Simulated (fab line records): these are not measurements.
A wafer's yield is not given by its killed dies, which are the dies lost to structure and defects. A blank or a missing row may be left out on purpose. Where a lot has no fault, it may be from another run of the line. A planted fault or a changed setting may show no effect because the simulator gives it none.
fab line records ; flow sfqLine
[record] lots = 5; wafers = 15; lastDay = 87
route steps=325 shown L0@4 L0V@16 M0@28 I0@43 M8@325
lots that met no fault: from a run of the same line without faults
startH: hours from the record's opening day to when the first of the lot's shown wafers began ; waitH: hours since the lot's step before ; " identical to the entry in the row above ; L1.1+2: a single row standing in for several wafers ; - no value present, or no start provided ; * or withheld: withheld ; < > ~ a bound
route shown NAME@n: names a module that has steps shown in the file, with the first one's number in the route ; usual: mean/standard deviation of fault-free wafers ; same: alike in all rows ; chamber/n: place in a boat ; sites: each site's reading ; _std_site: how widely they spread, as a standard deviation ; _edge_site: mean of outer sites minus mean of inner sites ; radiusMm: for every site, how far away it sits from the centre of the wafer ; mask NAME#n: copy n ; behind: the most recent tool/chamber to have shaped the wafer ; hold: why the lot was held/for how many hours/how that ended ; device: the n, p or np transistor that did not switch ; end of line: the same wafers' tests at the end of the route ; where a step has no rows: the recipe by itself ; killed: not the wafer's yield, but the dies lost to structure and defects at the first sort ; map: a wafer's dies, marking killed ones x, the rest . and places with no die _
set.NAME: setting as actually run; set.NAME@STEP: the setting as run at that earlier step ; model.NAME: the simulator's own value behind a step, which no gauge read
certain route steps with their lots: each step a table, each wafer a row
services: from which hour (startH, from the record's first day; less than 0 if before it) a tool's chamber was out of use, for how many hours, and why
[[steps]]
[step SFQ_L0_RS_MEAS_901]
[recipe] thkMeasGauge = four-point-probe; reads = MoNx_KI_of_TRILAYER_L0_DEP_SPUTTER_003
[usual] L0_MONX_KI_RS = 43.7/0.41
lot.wafer;tool;chamber;startH;waitH;L0_MONX_KI_RS[ohm/sq]
L583.1;filmMetro-02;-;12.56;0.0;44.2
L583.3;filmMetro-02;-;12.56;0.0;43.8
L583.5;filmMetro-02;-;12.56;0.0;44.2
L585.2;filmMetro-02;-;22.58;0.1;44.2
L585.5;filmMetro-02;-;22.58;0.1;44.5
L585.6;filmMetro-02;-;22.58;0.1;44.2
L592.2;filmMetro-02;-;57.58;0.1;43.7
L592.4;filmMetro-02;-;57.58;0.1;43.8
L592.5;filmMetro-02;-;57.58;0.1;44.1
L597.2;filmMetro-01;-;82.58;0.1;43.7
L597.4;filmMetro-01;-;82.58;0.1;43.7
L597.6;filmMetro-01;-;82.58;0.1;43.5
L606.4;filmMetro-01;-;127.62;0.1;44.0
L606.5;filmMetro-01;-;127.62;0.1;44.3
L606.6;filmMetro-01;-;127.62;0.1;43.7
[step SFQ_L0_THK_MEAS_902]
[recipe] thkMeasGauge = xrf; reads = MoNx_KI_of_TRILAYER_L0_DEP_SPUTTER_003
[usual] L0_MONX_KI_THK = 40.1/0.39
lot.wafer;tool;chamber;startH;waitH;L0_MONX_KI_THK[nm]
L583.1;filmMetro-02;-;12.68;0.1;40.1
L583.3;filmMetro-02;-;12.68;0.1;40.5
L583.5;filmMetro-02;-;12.68;0.1;40.3
L585.2;filmMetro-02;-;22.69;0.1;40.1
L585.5;filmMetro-02;-;22.69;0.1;39.9
L585.6;filmMetro-02;-;22.69;0.1;40.1
L592.2;filmMetro-02;-;57.69;0.1;40.0
L592.4;filmMetro-02;-;57.69;0.1;40.2
L592.5;filmMetro-02;-;57.69;0.1;39.9
L597.2;filmMetro-01;-;82.69;0.1;39.9
L597.4;filmMetro-01;-;82.69;0.1;39.9
L597.6;filmMetro-01;-;82.69;0.1;39.9
L606.4;filmMetro-01;-;127.71;0.1;39.9
L606.5;filmMetro-01;-;127.71;0.1;39.2
L606.6;filmMetro-01;-;127.71;0.1;39.6
[step SFQ_TRILAYER_L0_LITHO_COAT_010]
[recipe] resist = BARC; spinRpm = 3000; resistThkNm = 62
[step SFQ_TRILAYER_L0_LITHO_COAT_005]
[recipe] resist = KrF; spinRpm = 3000; resistThkNm = 600
[step SFQ_TRILAYER_L0_LITHO_SOFTBAKE_009]
[recipe] tempC = withheld; timeS = withheld; resist = KrF
[step SFQ_TRILAYER_L0_LITHO_EXPOSE_006]
[recipe] maskId = L0; na = 0.6; sourceShape = conventional; sigmaOuter = 0.65; targetCdNm = 2000; doseMj = 14.4
[step SFQ_TRILAYER_L0_LITHO_PEB_008]
[recipe] pebTempC = 115; pebTimeS = 60; resist = KrF
[step SFQ_TRILAYER_L0_LITHO_DEVELOP_007]
[recipe] timeS = 60; resist = KrF
[step SFQ_TRILAYER_L0_BARC_OPEN_METAL_ETCH_010]
[recipe] maskMaterial = PR; chemistry = O2; targetDepthNm = 125; target = BARC; icpW = 600; biasW = 80; pressureMtorr = 10; timeS = 41.7
[step SFQ_TRILAYER_L0_ETCH_METAL_ETCH_008]
[recipe] target = MoNx_KI; stopOn = SiO2; maskMaterial = PR; chemistry = SF6/O2; targetDepthNm = 50; icpW = 600; biasW = 80; pressureMtorr = 10; timeS = 25
[usual] drypumpMotorCurrentA = 5.30/0.27; oesProductAu = 0.872/0.007
lot.wafer;tool;chamber;startH;waitH;drypumpMotorCurrentA;oesProductAu;rfHoursCounterH
L583.1;rieMetal-01;0;37.90;0.0;5.34;0.862;52
L583.3;rieMetal-01;1;37.90;0.0;5.38;0.873;-
L583.5;rieMetal-01;0;37.90;0.0;5.33;0.863;-
L585.2;rieMetal-04;1;43.70;0.0;5.47;0.867;205
L585.5;rieMetal-04;0;43.70;0.0;4.89;0.866;-
L585.6;rieMetal-04;1;43.70;0.0;5.44;0.861;-
L592.2;rieMetal-04;0;86.87;0.0;4.88;0.880;72
L592.4;rieMetal-04;1;86.87;0.0;5.46;0.867;-
L592.5;rieMetal-04;1;86.87;0.0;5.45;0.864;-
L597.2;rieMetal-02;1;107.27;0.0;5.67;0.871;16
L597.4;rieMetal-02;0;107.27;0.0;5.50;0.868;-
L597.6;rieMetal-02;1;107.27;0.0;5.64;0.878;-
L606.4;rieMetal-02;1;152.94;0.0;5.66;0.876;-
L606.5;rieMetal-02;1;152.94;0.0;5.71;0.864;-
L606.6;rieMetal-02;0;152.94;0.0;5.49;0.871;-
[step SFQ_TRILAYER_L0_STRIP_STRIP_009]
[recipe] gas = O2; powerW = 200; platenTempC = 40; overashFraction = 0.65; chemistry = O2; pressureMtorr = 50
[step SFQ_TRILAYER_L0_STRIP_SOLV_CLEAN_010]
[recipe] chemistry = NMP; tempC = 70; timeS = 600
[step SFQ_TRILAYER_L0_CAP_PECVD_011]
[recipe] material = SiO2; tempC = 150; timeS = 13.333; pressureTorr = 2.4; rfW = 183.3; precursor = SiH4/N2O; targetThkNm = 60
[usual] heaterPowerW = 91/21; throttleValvePct = 24.6/1.3
lot.wafer;tool;chamber;startH;waitH;heaterPowerW;throttleValvePct;model.SiO2_of_TRILAYER_L0_CAP_PECVD_011.thkNm
L583.1;pecvd-03;0;38.72;0.0;96;22.9;59.2
L583.3;pecvd-03;2;38.72;0.0;132;22.2;59.6
L583.5;pecvd-03;0;38.72;0.0;96;23.0;60.13
L585.2;pecvd-02;0;44.52;0.0;88;24.7;60.5
L585.5;pecvd-02;2;44.52;0.0;61;25.4;60.75
L585.6;pecvd-02;1;44.52;0.0;69;24.8;60.86
L592.2;pecvd-02;1;87.69;0.0;71;24.7;83.89
L592.4;pecvd-02;1;87.69;0.0;72;24.7;85.43
L592.5;pecvd-02;2;87.69;0.0;67;25.3;60.75
L597.2;pecvd-03;1;108.09;0.0;78;24.8;58.65
L597.4;pecvd-03;0;108.09;0.0;100;23.1;60
L597.6;pecvd-03;1;108.09;0.0;78;24.8;60.3
L606.4;pecvd-04;2;153.76;0.0;138;26.9;60.49
L606.5;pecvd-04;0;153.76;0.0;94;27.0;61.45
L606.6;pecvd-04;1;153.76;0.0;106;24.5;60.2
[step SFQ_TRILAYER_L0_VIA_LITHO_COAT_018]
[recipe] resist = BARC; spinRpm = 3000; resistThkNm = 62
[step SFQ_TRILAYER_L0_VIA_LITHO_COAT_013]
[recipe] resist = KrF; spinRpm = 3000; resistThkNm = 650
[step SFQ_TRILAYER_L0_VIA_LITHO_SOFTBAKE_017]
[recipe] tempC = withheld; timeS = withheld; resist = KrF
[step SFQ_TRILAYER_L0_VIA_LITHO_EXPOSE_014]
[recipe] maskId = L0V; na = 0.6; sourceShape = conventional; sigmaOuter = 0.65; targetCdNm = 700; doseMj = 21.3
[step SFQ_TRILAYER_L0_VIA_LITHO_PEB_016]
[recipe] pebTempC = 115; pebTimeS = 60; resist = KrF
[step SFQ_TRILAYER_L0_VIA_LITHO_DEVELOP_015]
[recipe] timeS = 60; resist = KrF
[step SFQ_L0V_OVL_MEAS_903]
[usual] L0V_OVL = 3/4.7
lot.wafer;tool;chamber;startH;waitH;L0V_OVL[nm]
L583.1;overlay-01;-;68.06;0.1;4
L583.3;overlay-01;-;68.06;0.1;5
L583.5;overlay-01;-;68.06;0.1;4
L585.2;overlay-01;-;74.82;0.1;4
L585.5;overlay-01;-;74.82;0.1;6
L585.6;overlay-01;-;74.82;0.1;6
L592.2;overlay-02;-;112.02;0.1;6
L592.4;overlay-02;-;112.02;0.1;6
L592.5;overlay-02;-;112.02;0.1;11
L597.2;overlay-01;-;134.87;0.1;2
L597.4;overlay-01;-;134.87;0.1;9
L597.6;overlay-01;-;134.87;0.1;3
L606.4;overlay-02;-;175.69;0.1;1
L606.5;overlay-02;-;175.69;0.1;7
L606.6;overlay-02;-;175.69;0.1;3
[step SFQ_TRILAYER_L0_VIA_BARC_OPEN_VIA_ETCH_021]
[recipe] maskMaterial = PR; chemistry = O2; targetDepthNm = 125; target = BARC; sourceW = 500; biasW = 80; pressureMtorr = 30; timeS = 41.7
[step SFQ_TRILAYER_L0_VIA_ETCH_VIA_ETCH_016]
[recipe] target = SiO2; stopOn = MoNx_KI; maskMaterial = PR; chemistry = CHF3; targetDepthNm = 80; sourceW = 500; biasW = 80; pressureMtorr = 30; timeS = withheld
[usual] drypumpMotorCurrentA = 5.8/0.52; oesProductAu = 0.843/0.0077
lot.wafer;tool;chamber;startH;waitH;drypumpMotorCurrentA;oesProductAu;model.L0V.featureDepthNm;model.etch.depthNm
L583.1;rieDiel-04;2;68.14;0.0;6.2;0.838;59.2;59.2
L583.3;rieDiel-04;0;68.14;0.0;6.5;0.841;59.6;59.6
L583.5;rieDiel-04;0;68.14;0.0;6.5;0.845;60.13;60.13
L585.2;rieDiel-03;1;74.89;0.0;6.6;0.849;60.5;60.5
L585.5;rieDiel-03;3;74.89;0.0;4.8;0.840;60.75;60.75
L585.6;rieDiel-03;0;74.89;0.0;5.8;0.854;60.86;60.86
L592.2;rieDiel-03;1;112.09;0.0;6.6;0.988;79.32;79.32
L592.4;rieDiel-03;2;112.09;0.0;5.7;0.998;79.7;79.7
L592.5;rieDiel-03;2;112.09;0.0;5.7;0.845;60.75;60.75
L597.2;rieDiel-03;3;134.94;0.0;4.8;0.831;58.65;58.65
L597.4;rieDiel-03;1;134.94;0.0;6.5;0.844;60;60
L597.6;rieDiel-03;3;134.94;0.0;4.8;0.847;60.3;60.3
L606.4;rieDiel-03;1;175.74;0.0;6.6;0.840;60.49;60.49
L606.5;rieDiel-03;1;175.74;0.0;6.5;0.851;61.45;61.45
L606.6;rieDiel-03;0;175.74;0.0;5.8;0.844;60.2;60.2
[step SFQ_TRILAYER_L0_VIA_STRIP_STRIP_017]
[recipe] gas = O2; powerW = 200; platenTempC = 40; overashFraction = 0.65; chemistry = O2; pressureMtorr = 50
[step SFQ_TRILAYER_L0_VIA_STRIP_SOLV_CLEAN_018]
[recipe] chemistry = NMP; tempC = 70; timeS = 600
[step SFQ_TRILAYER_M0_DEP_PRE_CLEAN_020]
[recipe] gas = Ar; timeS = 15; biasV = 250
lot.wafer;tool;chamber;startH;waitH;model.SiO2_of_TRILAYER_L0_CAP_PECVD_011.thkNm
L583.1;pvdSputter-06;-;68.96;0.0;54.2
L583.3;pvdSputter-06;-;68.96;0.0;54.6
L583.5;pvdSputter-06;-;68.96;0.0;55.13
L585.2;pvdSputter-04;-;75.71;0.0;55.5
L585.5;pvdSputter-04;-;75.71;0.0;55.75
L585.6;pvdSputter-04;-;75.71;0.0;55.86
L592.2;pvdSputter-05;-;112.91;0.0;78.89
L592.4;pvdSputter-05;-;112.91;0.0;80.43
L592.5;pvdSputter-05;-;112.91;0.0;55.75
L597.2;pvdSputter-05;-;135.77;0.0;53.65
L597.4;pvdSputter-05;-;135.77;0.0;55
L597.6;pvdSputter-05;-;135.77;0.0;55.3
L606.4;pvdSputter-05;-;176.57;0.0;55.49
L606.5;pvdSputter-05;-;176.57;0.0;56.45
L606.6;pvdSputter-05;-;176.57;0.0;55.2
[step SFQ_TRILAYER_M0_DEP_SPUTTER_019]
[recipe] material = Nb; basePressurePa = 1.33e-06; chamberPressurePa = 0.1333; substrateTempC = 20; resputterCathodeVoltageV = 400; targetThkNm = 200; powerW = 2000; timeS = 133.3
[usual] throttleValvePct = 29.8/0.84
lot.wafer;tool;chamber;startH;waitH;throttleValvePct
L583.1;pvdSputter-06;-;68.98;0.0;28.8
L583.3;pvdSputter-06;-;68.98;0.0;30.6
L583.5;pvdSputter-06;-;68.98;0.0;30.5
L585.2;pvdSputter-04;-;75.74;0.0;29.5
L585.5;pvdSputter-04;-;75.74;0.0;28.8
L585.6;pvdSputter-04;-;75.74;0.0;30.2
L592.2;pvdSputter-05;-;112.93;0.0;29.1
L592.4;pvdSputter-05;-;112.93;0.0;30.6
L592.5;pvdSputter-05;-;112.93;0.0;30.3
L597.2;pvdSputter-05;-;135.79;0.0;30.9
L597.4;pvdSputter-05;-;135.79;0.0;30.2
L597.6;pvdSputter-05;-;135.79;0.0;31.5
L606.4;pvdSputter-05;-;176.59;0.0;29.2
L606.5;pvdSputter-05;-;176.59;0.0;29.9
L606.6;pvdSputter-05;-;176.59;0.0;29.2
[step SFQ_M0_RS_MEAS_904]
[recipe] thkMeasGauge = four-point-probe; reads = Nb_of_TRILAYER_M0_DEP_SPUTTER_019
[usual] M0_NB_RS = 0.883/0.0074
lot.wafer;tool;chamber;startH;waitH;M0_NB_RS[ohm/sq]
L583.1;filmMetro-04;-;69.07;0.0;0.887
L583.3;filmMetro-04;-;69.07;0.0;0.898
L583.5;filmMetro-04;-;69.07;0.0;0.910
L585.2;filmMetro-04;-;75.86;0.1;0.875
L585.5;filmMetro-04;-;75.86;0.1;0.882
L585.6;filmMetro-04;-;75.86;0.1;0.872
L592.2;filmMetro-03;-;113.04;0.1;0.883
L592.4;filmMetro-03;-;113.04;0.1;0.873
L592.5;filmMetro-03;-;113.04;0.1;0.879
L597.2;filmMetro-01;-;135.90;0.1;0.884
L597.4;filmMetro-01;-;135.90;0.1;0.892
L597.6;filmMetro-01;-;135.90;0.1;0.887
L606.4;filmMetro-01;-;176.74;0.1;0.886
L606.5;filmMetro-01;-;176.74;0.1;0.883
L606.6;filmMetro-01;-;176.74;0.1;0.889
[step SFQ_TRILAYER_M0_LITHO_COAT_026]
[recipe] resist = BARC; spinRpm = 3000; resistThkNm = 62
[step SFQ_TRILAYER_M0_LITHO_COAT_021]
[recipe] resist = KrF; spinRpm = 3000; resistThkNm = 600
[step SFQ_TRILAYER_M0_LITHO_SOFTBAKE_025]
[recipe] tempC = withheld; timeS = withheld; resist = KrF
[step SFQ_TRILAYER_M0_LITHO_EXPOSE_022]
[recipe] maskId = M0; na = 0.6; sourceShape = conventional; sigmaOuter = 0.65; targetCdNm = 500; doseMj = 14.4
[step SFQ_TRILAYER_M0_LITHO_PEB_024]
[recipe] pebTempC = 115; pebTimeS = 60; resist = KrF
[step SFQ_TRILAYER_M0_LITHO_DEVELOP_023]
[recipe] timeS = 60; resist = KrF
[step SFQ_M0_OVL_MEAS_906]
[usual] M0_OVL = 0/5.5
lot.wafer;tool;chamber;startH;waitH;M0_OVL[nm]
L583.1;overlay-02;-;136.09;0.1;5
L583.3;overlay-02;-;136.09;0.1;5
L583.5;overlay-02;-;136.09;0.1;1
L585.2;overlay-01;-;147.00;0.1;1
L585.5;overlay-01;-;147.00;0.1;-4
L585.6;overlay-01;-;147.00;0.1;0
L592.2;overlay-01;-;185.95;0.1;1
L592.4;overlay-01;-;185.95;0.1;4
L592.5;overlay-01;-;185.95;0.1;-1
L597.2;overlay-02;-;212.35;0.1;9
L597.4;overlay-02;-;212.35;0.1;4
L597.6;overlay-02;-;212.35;0.1;7
L606.4;overlay-02;-;266.36;0.1;-3
L606.5;overlay-02;-;266.36;0.1;3
L606.6;overlay-02;-;266.36;0.1;5
[step SFQ_TRILAYER_M0_BARC_OPEN_METAL_ETCH_031]
[recipe] maskMaterial = PR; chemistry = O2; targetDepthNm = 125; target = BARC; icpW = 600; biasW = 80; pressureMtorr = 10; timeS = 41.7
[usual] drypumpMotorCurrentA = 5.4/0.5; oesProductAu = 0.685/0.0051
lot.wafer;tool;chamber;startH;waitH;drypumpMotorCurrentA;oesProductAu;rfHoursCounterH
L583.1;rieMetal-01;1;136.13;0.0;5.4;0.674;13
L583.3;rieMetal-01;0;136.13;0.0;5.4;0.690;-
L583.5;rieMetal-01;1;136.13;0.0;5.4;0.681;-
L585.2;rieMetal-03;1;147.03;0.0;6.4;0.682;184
L585.5;rieMetal-03;1;147.03;0.0;6.4;0.679;-
L585.6;rieMetal-03;0;147.03;0.0;5.1;0.683;-
L592.2;rieMetal-04;1;185.98;0.0;5.4;0.683;19
L592.4;rieMetal-04;0;185.98;0.0;4.9;0.689;-
L592.5;rieMetal-04;1;185.98;0.0;5.4;0.687;-
L597.2;rieMetal-01;0;212.38;0.0;5.3;0.692;87
L597.4;rieMetal-01;1;212.38;0.0;5.4;0.693;-
L597.6;rieMetal-01;1;212.38;0.0;5.4;0.682;-
L606.4;rieMetal-01;0;266.40;0.0;5.3;0.681;-
L606.5;rieMetal-01;1;266.40;0.0;5.4;0.690;-
L606.6;rieMetal-01;0;266.40;0.0;5.3;0.683;-
[step SFQ_TRILAYER_M0_ETCH_METAL_ETCH_024]
[recipe] target = Nb; stopOn = SiO2; maskMaterial = PR; chemistry = Cl2/Ar; targetDepthNm = 240; icpW = 600; biasW = 80; pressureMtorr = 10; timeS = 120
[usual] drypumpMotorCurrentA = 5.4/0.5; oesProductAu = 0.897/0.0059
lot.wafer;tool;chamber;startH;waitH;drypumpMotorCurrentA;oesProductAu;rfHoursCounterH
L583.1;rieMetal-01;1;136.19;0.0;5.4;0.896;13
L583.3;rieMetal-01;0;136.19;0.0;5.3;0.886;-
L583.5;rieMetal-01;1;136.19;0.0;5.4;0.884;-
L585.2;rieMetal-03;1;147.09;0.0;6.4;0.905;184
L585.5;rieMetal-03;1;147.09;0.0;6.4;0.897;-
L585.6;rieMetal-03;0;147.09;0.0;5.1;0.906;-
L592.2;rieMetal-04;1;186.04;0.0;5.5;0.894;19
L592.4;rieMetal-04;0;186.04;0.0;4.9;0.892;-
L592.5;rieMetal-04;1;186.04;0.0;5.5;0.897;-
L597.2;rieMetal-01;0;212.44;0.0;5.4;0.893;87
L597.4;rieMetal-01;1;212.44;0.0;5.4;0.893;-
L597.6;rieMetal-01;1;212.44;0.0;5.4;0.893;-
L606.4;rieMetal-01;0;266.48;0.1;5.3;0.902;-
L606.5;rieMetal-01;1;266.48;0.1;5.4;0.894;-
L606.6;rieMetal-01;0;266.48;0.1;5.3;0.895;-
[step SFQ_TRILAYER_M0_STRIP_STRIP_025]
[recipe] gas = O2; powerW = 200; platenTempC = 40; overashFraction = 0.65; chemistry = O2; pressureMtorr = 50
[step SFQ_TRILAYER_M0_STRIP_SOLV_CLEAN_026]
[recipe] chemistry = NMP; tempC = 70; timeS = 600
[step SFQ_TRILAYER_I0_DEP_PECVD_027]
[recipe] material = SiO2; tempC = 150; timeS = 111.11; pressureTorr = 2.4; rfW = 183.3; precursor = SiH4/N2O; targetThkNm = 500
[step SFQ_TRILAYER_I0_CMP_CMP_028]
[recipe] material = SiO2; downForcePsi = 3; platenRpm = 60; padVelocityMS = 0.94248
[usual] headPressurePsi = 3.000/0.0062; motorCurrentA = 9.7/0.91; retainingRingPressureFrac = 1.000/0.0049; timeToEndpointS = 217/7.1
lot.wafer;tool;chamber;startH;waitH;headPressurePsi;motorCurrentA;retainingRingPressureFrac;timeToEndpointS
L583.3;cmp-01;2;147.06;9.9;3.003;9.1;1.006;220
L583.1;cmp-01;0;148.06;10.9;3.005;10.1;1.002;220
L583.5;cmp-01;2;149.06;11.9;3.001;8.7;1.007;222
L585.2;cmp-01;1;159.06;11.0;3.008;9.4;1.000;220
L585.6;cmp-01;1;161.06;13.0;3.012;9.8;1.002;234
L585.5;cmp-01;2;161.06;13.0;2.995;8.6;0.993;232
L592.4;cmp-02;3;190.91;3.9;3.004;11.6;1.004;212
L592.2;cmp-02;0;190.91;3.9;2.994;9.7;1.002;206
L592.5;cmp-02;3;192.91;5.9;3.005;12.5;1.000;218
L597.4;cmp-01;1;213.41;0.0;2.996;9.8;1.007;226
L597.2;cmp-01;0;214.91;1.5;2.992;10.1;0.992;208
L597.6;cmp-01;2;215.91;2.5;3.000;9.1;0.993;225
L606.4;cmp-02;0;267.41;0.0;2.998;9.8;0.998;222
L606.6;cmp-02;0;269.41;2.0;2.998;9.9;0.997;213
L606.5;cmp-02;1;269.41;2.0;3.012;10.8;1.004;225
[step SFQ_I0_BOW_MEAS_907]
[recipe] mode = bow
[usual] I0_BOW = 1/7.9
lot.wafer;tool;chamber;startH;waitH;I0_BOW[um]
L583.1;filmMetro-03;-;150.06;1.5;-1
L583.3;filmMetro-03;-;150.06;1.5;-21
L583.5;filmMetro-03;-;150.06;1.5;-5
L585.2;filmMetro-04;-;162.08;2.5;-3
L585.5;filmMetro-04;-;162.08;2.5;-5
L585.6;filmMetro-04;-;162.08;2.5;-3
L592.2;filmMetro-03;-;193.93;2.0;-2
L592.4;filmMetro-03;-;193.93;2.0;0
L592.5;filmMetro-03;-;193.93;2.0;5
L597.2;filmMetro-02;-;216.43;1.0;-19
L597.4;filmMetro-02;-;216.43;1.0;2
L597.6;filmMetro-02;-;216.43;1.0;1
L606.4;filmMetro-04;-;270.47;2.6;-14
L606.5;filmMetro-04;-;270.47;2.6;-8
L606.6;filmMetro-04;-;270.47;2.6;-16
[step SFQ_M8_BOW_MEAS_951]
[recipe] mode = bow
[usual] M8_BOW = 5/12
lot.wafer;tool;chamber;startH;waitH;M8_BOW[um];model.etest.l0v.linkOhm
L583.1;filmMetro-04;-;1933.86;0.0;-5;45.06
L583.3;filmMetro-04;-;1933.86;0.0;-27;44.64
L583.5;filmMetro-04;-;1933.86;0.0;-9;45.11
L585.2;filmMetro-04;-;1975.88;0.0;8;45.01
L585.5;filmMetro-04;-;1975.88;0.0;6;45.41
L585.6;filmMetro-04;-;1975.88;0.0;9;45.05
L592.2;filmMetro-04;-;2024.02;0.0;4;1e+06
L592.4;filmMetro-04;-;2024.02;0.0;5;1e+06
L592.5;filmMetro-04;-;2024.02;0.0;11;45.04
L597.2;filmMetro-03;-;2047.14;0.0;-15;44.68
L597.4;filmMetro-03;-;2047.14;0.0;7;44.79
L597.6;filmMetro-03;-;2047.14;0.0;6;44.52
L606.4;filmMetro-02;-;2078.28;0.1;-2;44.91
L606.5;filmMetro-02;-;2078.28;0.1;1;45.26
L606.6;filmMetro-02;-;2078.28;0.1;-6;44.74
[[services]]
tool;chamber;startH;hours;kind
cmp-02;-;14.51;0.8;repair
cmp-02;-;20.37;0.5;repair
rieMetal-01;-;24.26;2.8;pm
cmp-01;-;37.77;1.7;repair
pvdSputter-05;-;43.16;1.7;repair
pecvd-02;0;52.47;50.7;repair
cmp-01;-;54.47;4.0;pm
rieMetal-03;-;67.12;2.8;pm
cmp-01;-;67.43;4.0;pm
cmp-02;-;68.11;2.2;repair
cmp-01;-;74.43;12.6;pm
rieDiel-03;1;88.09;4.1;repair
cmp-02;-;97.32;12.7;pm
pvdSputter-06;-;102.99;14.1;repair
cmp-01;-;128.35;0.2;repair
pvdSputter-05;-;133.34;2.1;repair
rieDiel-03;0;190.13;6.9;repair
cmp-01;-;191.44;1.8;repair
rieMetal-04;0;197.34;3.8;repair
rieDiel-03;3;199.68;8.4;repair
rieMetal-01;1;201.06;4.0;repair
rieDiel-03;-;215.59;0.2;repair
rieMetal-04;-;234.97;1.4;pm
rieMetal-04;-;246.62;0.6;repair
[[key]]
[firstSign] step = SFQ_TRILAYER_L0_VIA_ETCH_VIA_ETCH_016; reading = oesProductAu; direction = up; sigmas = 20; usual = 0.843; struck = 0.993
effect none on later readings
[modelEffect] step = SFQ_TRILAYER_L0_CAP_PECVD_011; value = SiO2_of_TRILAYER_L0_CAP_PECVD_011.thkNm; without = 59.15; struck = 84.66
[modelEffect] step = SFQ_TRILAYER_L0_VIA_ETCH_VIA_ETCH_016; value = L0V.featureDepthNm; without = 59.15; struck = 79.51
[modelEffect] step = SFQ_TRILAYER_M0_DEP_PRE_CLEAN_020; value = SiO2_of_TRILAYER_L0_CAP_PECVD_011.thkNm; without = 54.15; struck = 79.66
[modelEffect] step = SFQ_M8_BOW_MEAS_951; value = etest.l0v.linkOhm; without = 44.61; struck = 1e+06
metAt SFQ_TRILAYER_L0_CAP_PECVD_011
struckWafers L592.2,L592.4
onsetBetween 44.52 87.69
[fault] kind = processParameterDrift; tool = pecvd-02; chamber = 1; onsetH = 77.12; steps = SFQ_TRILAYER_L0_CAP_PECVD_011; channel = targetThkNm; offset = 25.579; shape = step; endH = 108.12; actsIn = theseRecipesOnly; stated = 60
